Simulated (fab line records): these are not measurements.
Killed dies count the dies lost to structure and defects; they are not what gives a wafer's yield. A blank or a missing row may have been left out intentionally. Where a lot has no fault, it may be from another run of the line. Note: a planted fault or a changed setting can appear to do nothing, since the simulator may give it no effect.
Lot-split experiment	flow sky130	5 lots, 24 wafers read, on a route of 708 steps

ON THE SPLIT
At SKY_METAL3_DEVELOP_12 (develop time 60 s), the setting develop_time_s was moved away from the recipe's 60 s on 11 of the 24 wafers read, by -57.9% to +45.2%. The other wafers ran this setting at the recipe's value.

There is no step in the file separating the split from the reading.

THE READING
At SKY_METAL3_CD_MEAS_13: cd_nm in nanometres, against a target cd of 300 nm. Fault-free wafers of this fab line usually give 299.7 nm, standard deviation 1.4 nm.

wafer	tool, chamber at the split	develop_time_s as run, s	against the recipe	cd_nm, nm	against lot-mates on the recipe
L074.1	litho_track-04, 0	25.25	-57.9%	314.2	+16.4
L074.2	litho_track-04, 0	25.25	-57.9%	315.0	+17.2
L074.3	litho_track-04, 0	60	recipe	297.0	-
L074.4	litho_track-04, 0	60	recipe	297.9	-
L074.5	litho_track-04, 0	60	recipe	298.6	-
L074.6	litho_track-04, 0	25.25	-57.9%	314.7	+16.9
L078.3	litho_track-02, 0	60	recipe	298.9	-
L078.4	litho_track-02, 0	87.13	+45.2%	290.6	-8.3
L078.5	litho_track-02, 0	87.13	+45.2%	290.9	-8.0
L075.1	litho_track-04, 0	60	recipe	301.7	-
L075.3	litho_track-04, 0	60	recipe	299.8	-
L075.6	litho_track-04, 0	60	recipe	299.6	-
L081.1	litho_track-04, 0	60	recipe	300.7	-
L081.2	litho_track-04, 0	33.94	-43.4%	311.6	+11.9
L081.3	litho_track-04, 0	60	recipe	299.7	-
L081.4	litho_track-04, 0	33.94	-43.4%	311.2	+11.5
L081.5	litho_track-04, 0	60	recipe	298.8	-
L081.6	litho_track-04, 0	33.94	-43.4%	311.5	+11.8
L084.1	litho_track-02, 0	60	recipe	302.4	-
L084.2	litho_track-02, 0	27.78	-53.7%	318.2	+16.1
L084.3	litho_track-02, 0	60	recipe	301.6	-
L084.4	litho_track-02, 0	27.78	-53.7%	316.8	+14.7
L084.5	litho_track-02, 0	27.78	-53.7%	319.0	+16.9
L084.6	litho_track-02, 0	60	recipe	302.3	-

FIT RESULTS
A straight line over all 24 wafers: cd_nm changes by -0.266 nm for each +1% of develop_time_s; r = -0.97; the points scatter about the line by 2 nm.
The same after taking each lot's own level away (the mean of its wafers on the recipe; 24 wafers): -0.262 nm for each +1%; r = -0.99; scatter 1.4 nm.
Per that fit: largest develop_time_s move, reading shift of 15 nm.
The lots' own levels span 297.83 to 302.10 nm, that is 3.0 times the standard deviation above.
So the lot-to-lot level changes the slope little: the two slopes agree.
Check: for one of the wafers moved furthest among these (-57.9%), held out of the fit, the line's prediction against its lot-mates is +15.9 nm. Against them it came out at +16.4 nm.

FURTHER SPLITS ON THESE WAFERS
These wafers also went through other splits before the reading. Each is held against what the fit with the lots' levels taken away leaves over:
other split on the same wafers	wafers away from the commonest value	r with cd_nm (lot level and that fit taken away)
SKY_VIA1_ETCH_14 time_s	3	-0.31
SKY_METAL3_SPUTTER_01 time_s	11	-0.06

THE WHOLE CHAIN: every reading that the file lists as answering this split, in the file's order
step	what it does	reading	change (the file's fit)	r (the file's)
SKY_METAL3_CD_MEAS_13	target cd 300 nm	cd_nm	-0.277 nm for each +1% of the setting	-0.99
SKY_METAL3_DESCUM_15	chemistry O2, time 8 s	METAL3.cd_nm (the simulator's own value, which no gauge read)	-0.256 nm for each +1% of the setting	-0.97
SKY_METAL3_ETCH_16	etches BARC in N2/H2, stops on SiO2, time 88.2 s, target depth 60 nm	METAL3.cd_nm (the simulator's own value, which no gauge read)	-0.232 nm for each +1% of the setting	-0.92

FILE'S OWN FIT
cd_nm changes by -0.277 nm for each +1% of develop_time_s, r = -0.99.
